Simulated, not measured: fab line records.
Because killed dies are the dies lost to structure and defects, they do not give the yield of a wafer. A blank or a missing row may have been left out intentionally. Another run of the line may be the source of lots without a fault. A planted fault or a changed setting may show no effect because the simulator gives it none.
Which tool did it? || flow sky130 || Sampling: 13 lots, 39 wafers, 5 of 708 route steps

WHAT THE GAUGES READ, wafer by wafer
SKY_FIELD_ISO_THK_MEAS_25.
{"lot": "L123", "measured": "day 2 09:55", "on": "filmMetro-01", "FIELD_ISO_CVD_24_THK (nm)": "587 586 588"}
{"lot": "L124", "measured": "day 2 15:15", "on": "filmMetro-01", "FIELD_ISO_CVD_24_THK (nm)": "599 589 590"}
{"lot": "L127", "measured": "day 3 05:41", "on": "filmMetro-02", "FIELD_ISO_CVD_24_THK (nm)": "594 603 606"}
{"lot": "L130", "measured": "day 3 19:55", "on": "filmMetro-01", "FIELD_ISO_CVD_24_THK (nm)": "592 600 600"}
{"lot": "L132", "measured": "day 4 07:53", "on": "filmMetro-02", "FIELD_ISO_CVD_24_THK (nm)": "604 605 603"}
{"lot": "L133", "measured": "day 4 15:52", "on": "filmMetro-02", "FIELD_ISO_CVD_24_THK (nm)": "593 600 593"}
{"lot": "L138", "measured": "day 5 13:57", "on": "filmMetro-01", "FIELD_ISO_CVD_24_THK (nm)": "598 595 602"}
{"lot": "L141", "measured": "day 6 08:25", "on": "filmMetro-01", "FIELD_ISO_CVD_24_THK (nm)": "597 599 595"}
{"lot": "L142", "measured": "day 6 14:14", "on": "filmMetro-02", "FIELD_ISO_CVD_24_THK (nm)": "606 607 597"}
{"lot": "L143", "measured": "day 6 17:09", "on": "filmMetro-03", "FIELD_ISO_CVD_24_THK (nm)": "608 599 608"}
{"lot": "L144", "measured": "day 6 19:26", "on": "filmMetro-03", "FIELD_ISO_CVD_24_THK (nm)": "601 599 595"}
{"lot": "L145", "measured": "day 7 01:07", "on": "filmMetro-02", "FIELD_ISO_CVD_24_THK (nm)": "598 600 599"}
{"lot": "L146", "measured": "day 7 06:36", "on": "filmMetro-03", "FIELD_ISO_CVD_24_THK (nm)": "598 602 604"}

SKY_VT_ADJUST_NCORE_OVL_MEAS_08.
{"lot": "L123", "measured": "day 8 17:51", "on": "overlay-01", "VT_ADJUST_NCORE_OVL (nm)": "-0.8 -4.1 -1.4"}
{"lot": "L124", "measured": "day 8 22:47", "on": "overlay-01", "VT_ADJUST_NCORE_OVL (nm)": "-0.2 1.2 1.8"}
{"lot": "L127", "measured": "day 9 17:11", "on": "overlay-01", "VT_ADJUST_NCORE_OVL (nm)": "0.6 1.4 1.9"}
{"lot": "L130", "measured": "day 10 13:33", "on": "overlay-01", "VT_ADJUST_NCORE_OVL (nm)": "-0.6 0.3 -1.8"}
{"lot": "L132", "measured": "day 11 09:08", "on": "overlay-02", "VT_ADJUST_NCORE_OVL (nm)": "3.1 2.6 2.5"}
{"lot": "L133", "measured": "day 11 16:05", "on": "overlay-02", "VT_ADJUST_NCORE_OVL (nm)": "-0.7 0.3 -0.4"}
{"lot": "L138", "measured": "day 12 22:38", "on": "overlay-01", "VT_ADJUST_NCORE_OVL (nm)": "-1.0 -1.1 -1.0"}
{"lot": "L141", "measured": "day 14 00:38", "on": "overlay-02", "VT_ADJUST_NCORE_OVL (nm)": "0.7 -0.6 -0.7"}
{"lot": "L142", "measured": "day 14 07:16", "on": "overlay-01", "VT_ADJUST_NCORE_OVL (nm)": "-1.0 -0.2 -0.4"}
{"lot": "L143", "measured": "day 14 09:08", "on": "overlay-02", "VT_ADJUST_NCORE_OVL (nm)": "0.9 1.4 0.0"}
{"lot": "L144", "measured": "day 14 15:07", "on": "overlay-02", "VT_ADJUST_NCORE_OVL (nm)": "0.0 0.9 -2.3"}
{"lot": "L145", "measured": "day 14 21:43", "on": "overlay-01", "VT_ADJUST_NCORE_OVL (nm)": "1.2 1.0 0.6"}
{"lot": "L146", "measured": "day 15 10:37", "on": "overlay-02", "VT_ADJUST_NCORE_OVL (nm)": "1.8 1.5 2.4"}

SKY_SONOS_ONO_OVL_MEAS_14.
{"lot": "L123", "measured": "day 13 06:17", "on": "overlay-02", "SONOS_ONO_OVL (nm)": "2.0 0.8 2.5"}
{"lot": "L124", "measured": "day 13 06:52", "on": "overlay-01", "SONOS_ONO_OVL (nm)": "3.5 3.1 3.9"}
{"lot": "L127", "measured": "day 13 20:02", "on": "overlay-02", "SONOS_ONO_OVL (nm)": "0.3 -0.6 -0.4"}
{"lot": "L130", "measured": "day 14 23:15", "on": "overlay-02", "SONOS_ONO_OVL (nm)": "1.0 1.7 1.8"}
{"lot": "L132", "measured": "day 15 17:50", "on": "overlay-02", "SONOS_ONO_OVL (nm)": "-0.2 1.0 0.6"}
{"lot": "L133", "measured": "day 16 05:17", "on": "overlay-01", "SONOS_ONO_OVL (nm)": "-0.3 -2.1 -2.4"}
{"lot": "L138", "measured": "day 17 17:28", "on": "overlay-02", "SONOS_ONO_OVL (nm)": "-0.6 1.4 0.5"}
{"lot": "L141", "measured": "day 19 01:53", "on": "overlay-02", "SONOS_ONO_OVL (nm)": "2.4 -0.7 0.2"}
{"lot": "L142", "measured": "day 19 07:05", "on": "overlay-01", "SONOS_ONO_OVL (nm)": "-0.1 -0.3 0.1"}
{"lot": "L143", "measured": "day 19 11:38", "on": "overlay-01", "SONOS_ONO_OVL (nm)": "-0.8 -1.6 -2.5"}
{"lot": "L144", "measured": "day 19 15:28", "on": "overlay-01", "SONOS_ONO_OVL (nm)": "1.2 1.2 2.0"}
{"lot": "L145", "measured": "day 20 03:04", "on": "overlay-02", "SONOS_ONO_OVL (nm)": "1.1 1.3 0.2"}
{"lot": "L146", "measured": "day 20 14:32", "on": "overlay-02", "SONOS_ONO_OVL (nm)": "1.8 2.4 2.2"}

SKY_GATE_OXIDE_TW_MEAS_14.
{"lot": "L123", "measured": "day 14 10:44", "on": "filmMetro-02", "GATE_OXIDE_TW": "220.8 221.2 223.1"}
{"lot": "L124", "measured": "day 14 11:01", "on": "filmMetro-04", "GATE_OXIDE_TW": "225.5 226.9 225.4"}
{"lot": "L127", "measured": "day 15 00:39", "on": "filmMetro-02", "GATE_OXIDE_TW": "219.5 220.1 220.6"}
{"lot": "L130", "measured": "day 16 05:31", "on": "filmMetro-02", "GATE_OXIDE_TW": "246.9 248.2 246.9"}
{"lot": "L132", "measured": "day 17 00:19", "on": "filmMetro-04", "GATE_OXIDE_TW": "226.4 226.7 225.7"}
{"lot": "L133", "measured": "day 17 12:38", "on": "filmMetro-03", "GATE_OXIDE_TW": "250.9 250.5 250.7"}
{"lot": "L138", "measured": "day 19 03:12", "on": "filmMetro-02", "GATE_OXIDE_TW": "221.4 220.1 222.8"}
{"lot": "L141", "measured": "day 20 11:33", "on": "filmMetro-04", "GATE_OXIDE_TW": "226.0 227.3 226.4"}
{"lot": "L142", "measured": "day 20 17:04", "on": "filmMetro-02", "GATE_OXIDE_TW": "220.9 219.0 220.9"}
{"lot": "L143", "measured": "day 20 20:43", "on": "filmMetro-04", "GATE_OXIDE_TW": "226.7 225.9 226.1"}
{"lot": "L144", "measured": "day 21 00:27", "on": "filmMetro-04", "GATE_OXIDE_TW": "226.2 224.9 227.0"}
{"lot": "L145", "measured": "day 21 11:17", "on": "filmMetro-02", "GATE_OXIDE_TW": "221.9 222.3 221.6"}
{"lot": "L146", "measured": "day 22 01:11", "on": "filmMetro-04", "GATE_OXIDE_TW": "226.0 226.9 226.5"}

TOOL THAT RAN EACH LOT (tool first, then ch and the chambers of the sampled wafers, then the start)
{"lot": "L123", "SKY_GATE_OXIDE_IMPLANT_11": "implanter-01 ch 0, day 14 10:17"}
{"lot": "L124", "SKY_GATE_OXIDE_IMPLANT_11": "implanter-04 ch 0, day 14 10:33"}
{"lot": "L127", "SKY_GATE_OXIDE_IMPLANT_11": "implanter-01 ch 0, day 15 00:18"}
{"lot": "L130", "SKY_GATE_OXIDE_IMPLANT_11": "implanter-01 ch 0, day 16 05:11"}
{"lot": "L132", "SKY_GATE_OXIDE_IMPLANT_11": "implanter-04 ch 0, day 16 23:58"}
{"lot": "L133", "SKY_GATE_OXIDE_IMPLANT_11": "implanter-01 ch 0, day 17 12:17"}
{"lot": "L138", "SKY_GATE_OXIDE_IMPLANT_11": "implanter-04 ch 0, day 19 02:51"}
{"lot": "L141", "SKY_GATE_OXIDE_IMPLANT_11": "implanter-01 ch 0, day 20 11:13"}
{"lot": "L142", "SKY_GATE_OXIDE_IMPLANT_11": "implanter-02 ch 0, day 20 16:46"}
{"lot": "L143", "SKY_GATE_OXIDE_IMPLANT_11": "implanter-01 ch 0, day 20 20:23"}
{"lot": "L144", "SKY_GATE_OXIDE_IMPLANT_11": "implanter-04 ch 0, day 21 00:06"}
{"lot": "L145", "SKY_GATE_OXIDE_IMPLANT_11": "implanter-02 ch 0, day 21 10:56"}
{"lot": "L146", "SKY_GATE_OXIDE_IMPLANT_11": "implanter-02 ch 0, day 22 00:49"}
- SKY_GATE_OXIDE_IMPLANT_11

WHAT THE TOOLS THEMSELVES READ (means of the sampled wafers that have a number; where no wafer has one, the mark that the record gives instead)
SKY_GATE_OXIDE_IMPLANT_11.
{"lot": "L123", "tool": "implanter-01", "beamOnS (s)": 10.03, "doseIonsCm2": 2.6e+12, "faradayCurrentUA": 14.64}
{"lot": "L124", "tool": "implanter-04", "beamOnS (s)": 10.13, "doseIonsCm2": 2.6e+12, "faradayCurrentUA": 14.45}
{"lot": "L127", "tool": "implanter-01", "beamOnS (s)": 10.08, "doseIonsCm2": 2.6e+12, "faradayCurrentUA": 14.55}
{"lot": "L130", "tool": "implanter-01", "beamOnS (s)": 10.11, "doseIonsCm2": 3.8e+12, "faradayCurrentUA": 20.95}
{"lot": "L132", "tool": "implanter-04", "beamOnS (s)": 10.13, "doseIonsCm2": 2.6e+12, "faradayCurrentUA": 14.50}
{"lot": "L133", "tool": "implanter-01", "beamOnS (s)": 10.10, "doseIonsCm2": 3.8e+12, "faradayCurrentUA": 21.01}
{"lot": "L138", "tool": "implanter-04", "beamOnS (s)": 9.91, "doseIonsCm2": 2.6e+12, "faradayCurrentUA": 14.81}
{"lot": "L141", "tool": "implanter-01", "beamOnS (s)": 10.19, "doseIonsCm2": 2.6e+12, "faradayCurrentUA": 14.42}
{"lot": "L142", "tool": "implanter-02", "beamOnS (s)": 10.10, "doseIonsCm2": 2.6e+12, "faradayCurrentUA": 14.53}
{"lot": "L143", "tool": "implanter-01", "beamOnS (s)": 9.94, "doseIonsCm2": 2.6e+12, "faradayCurrentUA": 14.72}
{"lot": "L144", "tool": "implanter-04", "beamOnS (s)": 9.97, "doseIonsCm2": 2.6e+12, "faradayCurrentUA": 14.74}
{"lot": "L145", "tool": "implanter-02", "beamOnS (s)": 9.71, "doseIonsCm2": 2.6e+12, "faradayCurrentUA": 15.07}
{"lot": "L146", "tool": "implanter-02", "beamOnS (s)": 9.76, "doseIonsCm2": 2.6e+12, "faradayCurrentUA": 15.00}

THE ANSWER, worked out from the rows above alone
Rule: what is usual is taken from the lots themselves. The widest of any qualifying gaps counts: lots, ordered by their means at a reading, are off when they make up no more than a third of the lots, leave a main group of 4 or more, and stand apart from it by 3 or more times the standard deviation of that group's means. Not used: any main group whose means are identical at the precision the tables above print for the reading. Also off: a lot with no number at a reading for which 4 or more lots have one. The other lots that the step has rows for count as sound. Order of review: gauges by route order, followed by the tools' own readings, for which a lot's mean as printed above is used. At the first step where some lot is off, the reading lying furthest off is the one used; lots without a number count as furthest.
Off: L130, L133, at SKY_GATE_OXIDE_TW_MEAS_14 (GATE_OXIDE_TW). The main group has a mean of 223.9 with a standard deviation of 2.6.
A tool fits if, at a process step before that reading, it ran every lot that is off, and no sound lot after the first of them. The gauges at SKY_GATE_OXIDE_TW_MEAS_14 aren't tried: what is off there is off at SKY_GATE_OXIDE_IMPLANT_11 too, on other tools, and a gauge's error can't cause that. Not one of the candidates tried fits.

WHAT WAS PUT IN BY THE SIMULATOR
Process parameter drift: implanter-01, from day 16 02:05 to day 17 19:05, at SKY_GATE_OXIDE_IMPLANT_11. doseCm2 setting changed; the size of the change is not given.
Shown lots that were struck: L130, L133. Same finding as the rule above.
